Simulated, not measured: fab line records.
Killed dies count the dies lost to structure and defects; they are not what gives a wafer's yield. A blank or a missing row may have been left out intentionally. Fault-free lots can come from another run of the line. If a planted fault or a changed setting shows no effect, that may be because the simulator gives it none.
Split-lot experiment + flow gf180mcu + 17 wafers read across 5 lots, on a route 602 steps long

ON THE SPLIT
At GF_HV_LDD_IMPLANT_09, the setting dose_cm2 was moved away from the recipe's 1e+14 on 8 of the 17 wafers read, by -5.7% to +16.9%. This setting was run at the recipe's value on the other wafers.

FROM THE SPLIT TO THE READING: what the file shows between them, 7 steps
- GF_HV_LDD_STRIP_10: strips in O2/N2
- GF_HV_LDD_TW_MEAS_11
- GF_HV_LDD_IMPLANT_48 (also split here: dose_cm2)
- GF_HV_LDD_STRIP_49: strips in O2/N2
- GF_HV_LDD_TW_MEAS_50
- GF_HV_LDD_CLEAN_51: cleans in SC1/SC2, time 150 s
- GF_HV_LDD_RTA_52: time 10 s

THE READING
HV_LDD_RS in ohm/sq, measured at GF_HV_LDD_RS_MEAS_53 by four-point-probe. Fault-free wafers of this fab line usually give 418.3 ohm/sq, standard deviation 0.96 ohm/sq.

| wafer  | tool, chamber at the split | dose_cm2 as run | against the recipe | HV_LDD_RS, ohm/sq | against lot-mates on the recipe |
|--------|----------------------------|-----------------|--------------------|-------------------|---------------------------------|
| L074.1 | implanter-01, 0            | 9.429e+13       | -5.7%              | 429.0             | +10.4                           |
| L074.3 | implanter-01, 0            | 9.429e+13       | -5.7%              | 428.4             | +9.8                            |
| L074.4 | implanter-01, 0            | 9.429e+13       | -5.7%              | 429.5             | +10.9                           |
| L074.5 | implanter-01, 0            | 1e+14           | recipe             | 419.1             | -                               |
| L074.6 | implanter-01, 0            | 1e+14           | recipe             | 418.1             | -                               |
| L076.1 | implanter-01, 0            | 1e+14           | recipe             | 418.3             | -                               |
| L076.4 | implanter-01, 0            | 1e+14           | recipe             | 418.5             | -                               |
| L076.5 | implanter-01, 0            | 1e+14           | recipe             | 419.3             | -                               |
| L080.1 | implanter-02, 0            | 1e+14           | recipe             | 417.9             | -                               |
| L080.2 | implanter-02, 0            | 1.155e+14       | +15.5%             | 391.1             | -27.2                           |
| L080.4 | implanter-02, 0            | 1.155e+14       | +15.5%             | 393.2             | -25.1                           |
| L080.5 | implanter-02, 0            | 1e+14           | recipe             | 418.7             | -                               |
| L080.6 | implanter-02, 0            | 1.155e+14       | +15.5%             | 392.5             | -25.8                           |
| L083.1 | implanter-02, 0            | 1e+14           | recipe             | 417.6             | -                               |
| L083.3 | implanter-02, 0            | 1.145e+14       | +14.5%             | 393.1             | -24.5                           |
| L085.5 | implanter-01, 0            | 1e+14           | recipe             | 417.3             | -                               |
| L085.6 | implanter-01, 0            | 1.169e+14       | +16.9%             | 388.3             | -29.0                           |

THE FIT
A straight line over all 17 wafers: HV_LDD_RS changes by -1.74 ohm/sq for each +1% of dose_cm2; r = -1.00; the points scatter about the line by 0.81 ohm/sq.
The same after taking each lot's own level away (the mean of its wafers on the recipe; 17 wafers): -1.71 ohm/sq for each +1%; r = -1.00; scatter 0.6 ohm/sq.
According to that fit, moving dose_cm2 by its largest amount changes the reading by 29 ohm/sq.
The span of the lots' own levels, 417.30 to 418.70 ohm/sq, comes to 1.5 times the standard deviation stated above.
So the lot-to-lot level changes the slope little: the two slopes agree.
Check: with one of the wafers moved furthest among these (+16.9%) left out of the fit, the line predicts -28.6 ohm/sq for it against its lot-mates. Against them it came out at -29 ohm/sq.

OTHER SPLITS ON THESE WAFERS
Other splits were also applied to these wafers ahead of the reading. Each is held against what the fit with the lots' levels taken away leaves over:
| other split on the same wafers     | wafers away from the commonest value | r with HV_LDD_RS (lot level and that fit taken away) |
|------------------------------------|--------------------------------------|------------------------------------------------------|
| GF_VT_IMPLANT_WET_ETCH_50 temp_c   | 12                                   | +0.08                                                |
| GF_POLY_GATE_CVD_00 pressure_mtorr | 12                                   | -0.10                                                |
| GF_HV_LDD_EXPOSE_04 dose_mj        | 4                                    | -0.34                                                |
| GF_HV_LDD_IMPLANT_48 dose_cm2      | 7                                    | -0.15                                                |

THE WHOLE CHAIN: every reading that the file lists as answering this split, in the file's order
| step                 | what it does                 | reading   | change (the file's fit)           | r (the file's) |
|----------------------|------------------------------|-----------|-----------------------------------|----------------|
| GF_HV_LDD_TW_MEAS_11 |                              | HV_LDD_TW | +6.67 for each +1% of the setting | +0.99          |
| GF_HV_LDD_RS_MEAS_53 | measures by four-point-probe | HV_LDD_RS | -1.7 for each +1% of the setting  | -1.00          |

FILE'S OWN FIT
HV_LDD_RS changes by -1.7 ohm/sq for each +1% of dose_cm2, r = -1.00.
